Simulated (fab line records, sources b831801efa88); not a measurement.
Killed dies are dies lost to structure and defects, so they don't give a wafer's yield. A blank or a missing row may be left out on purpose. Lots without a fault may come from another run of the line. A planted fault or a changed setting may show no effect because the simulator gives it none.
A struck lot beside a sound one | flow sky130 | 17 steps out of a route of 708
Sound: wafers L981.1, L981.2, L981.6. Struck: wafers L987.2, L987.4, L987.6. The cause comes at the end.
At each step with rows: each side's tool, then ch and its chambers, then its first start. Under that, the readings that differ: sound wafers | struck wafers | difference of the means | sigmas: that difference in standard deviations of wafers without a fault.
alike: readings whose means differ by less than 2 such deviations, and words and numbers that are the same on both sides. not compared: withheld readings, readings that some wafer has no value for, bounds like >300 that may hide the same value, and numbers for which the record gives no deviation and whose values overlap.
The two part at a step that has a row with sigmas, a row that says differs or no value, or rows on one side only. Numbers that don't overlap but have no deviation are shown without sigmas and don't part them. A reading that every wafer of one side lacks parts them only if that side has two wafers or more.

SKY_LOCAL_INTERCONNECT_RS_MEAS_01: measures by four-point-probe.
  sound on film_metro-03, day 31 16:11; struck on film_metro-01, day 34 02:34
  alike: LOCAL_INTERCONNECT_TIN_RS
SKY_LOCAL_INTERCONNECT_THK_MEAS_02: measures by xrf.
  sound on film_metro-03, day 31 16:19; struck on film_metro-01, day 34 02:41
  alike: LOCAL_INTERCONNECT_TIN_THK
then, 8 steps without rows for these wafers: SKY_LOCAL_INTERCONNECT_DEHYDRATE_03 (time 60 s); SKY_LOCAL_INTERCONNECT_HMDS_04 (prime time 60 s); SKY_LOCAL_INTERCONNECT_COAT_05 (resist thk 60 nm); SKY_LOCAL_INTERCONNECT_COAT_06 (resist thk 450 nm); SKY_LOCAL_INTERCONNECT_SOFTBAKE_07 (time 90 s); SKY_LOCAL_INTERCONNECT_EXPOSE_08 (exposes mask LI1M, target cd 170 nm); SKY_LOCAL_INTERCONNECT_PEB_09; SKY_LOCAL_INTERCONNECT_DEVELOP_10 (develop time 60 s).
SKY_LOCAL_INTERCONNECT_CD_MEAS_11: target cd 170 nm.
  sound on cd_sem-01, day 32 18:59; struck on cd_sem-02, day 35 04:52
  alike: cd_nm
SKY_LOCAL_INTERCONNECT_OVL_MEAS_12:
  sound on overlay-02, day 32 19:07; struck on overlay-01, day 35 04:58
  alike: LOCAL_INTERCONNECT_OVL
SKY_LOCAL_INTERCONNECT_ETCH_13: etches BARC in N2/H2, stops on SiO2, time 45.9 s, target depth 60 nm.
  sound on rie_metal-04 ch 0,1, day 32 19:09; struck on rie_metal-02 ch 0,1, day 35 05:00
  no value came back on the struck wafers for any of 6 readings (bias_w (W), chamber_pressure_mTorr (mTorr) and others); on the sound wafers bias_w (W) reads 100.29 100.06 99.73
  reading                                                   | sound             | struck          | difference | sigmas
  model.KrF-thick_of_LOCAL_INTERCONNECT_COAT_06.thk_nm (nm) | 393.9 392.2 392.1 | 435.9 436 435.5 | +43.1      |
  not compared: rf_hours_counter_h
SKY_LOCAL_INTERCONNECT_METAL_ETCH_14: etches TiN in Cl2/BCl3, stops on PSG, target depth 110 nm, time 31.4 s.
  sound on rie_metal-04 ch 0,1, day 32 19:13; struck on rie_metal-02 ch 0,1, day 35 05:04
  reading                                                   | sound                | struck               | difference | sigmas
  oes_product_au (a.u.)                                     | 0.932 0.948 0.937    | 0.379 0.373 0.368    | -0.566     | -67
  throttle_valve_pct (%)                                    | 21.894 21.893 21.888 | 22.253 22.260 22.268 | +0.369     | +38
  model.KrF-thick_of_LOCAL_INTERCONNECT_COAT_06.thk_nm (nm) | 351 349 349.6        | 392.1 392.3 392      | +42.3      |
  alike: bcl3_flow_sccm, bias_w, drypump_motor_current_A
  not compared: rf_hours_counter_h
SKY_LOCAL_INTERCONNECT_STRIP_15: strips in O2/N2.
  sound on plasma_asher-04 ch 0,1, day 32 19:16; struck on plasma_asher-02 ch 0, day 35 05:07
  reading                      | sound             | struck            | difference | sigmas
  drypump_motor_current_A (A)  | 6.38 6.25 6.24    | 5.76 5.76 5.75    | -0.53      | -2
  strip_time_to_endpoint_s (s) | 4.764 4.710 4.725 | 5.175 5.169 5.156 | +0.434     | +23
  alike: oes_product_au
  not compared: rf_hours_counter_h
then, 1 step without rows for these wafers: SKY_LOCAL_INTERCONNECT_STRIP_16 (strips in post etch residue remover, time 1200 s).
-- the record jumps here: 14 days lie between the struck wafers' starts before and after (it left off in module LOCAL_INTERCONNECT and takes up again in module PAD_OPEN, whose first step shown is number 708 of the route) --
SKY_PAD_OPEN_PROBE_99:
  sound on prober-01, day 47 11:31; struck on prober-01, day 49 08:12
  reading            | sound    | struck      | difference | sigmas
  killed_at_contacts | 18 25 14 | 426 440 441 | +417       | +85
  killed_dies        | 83 96 89 | 492 492 492 | +403       | +46
  killed_on_rim      | 15 22 13 | 96 96 96    | +79        | +20
  alike: killed_at_M0_to_M3, killed_at_M4_up, killed_at_front_end, killed_at_other, killed_open, killed_short

WHERE THEY PART
First at SKY_LOCAL_INTERCONNECT_ETCH_13; last, within this record, at SKY_PAD_OPEN_PROBE_99.

WHY: what the simulator had put in
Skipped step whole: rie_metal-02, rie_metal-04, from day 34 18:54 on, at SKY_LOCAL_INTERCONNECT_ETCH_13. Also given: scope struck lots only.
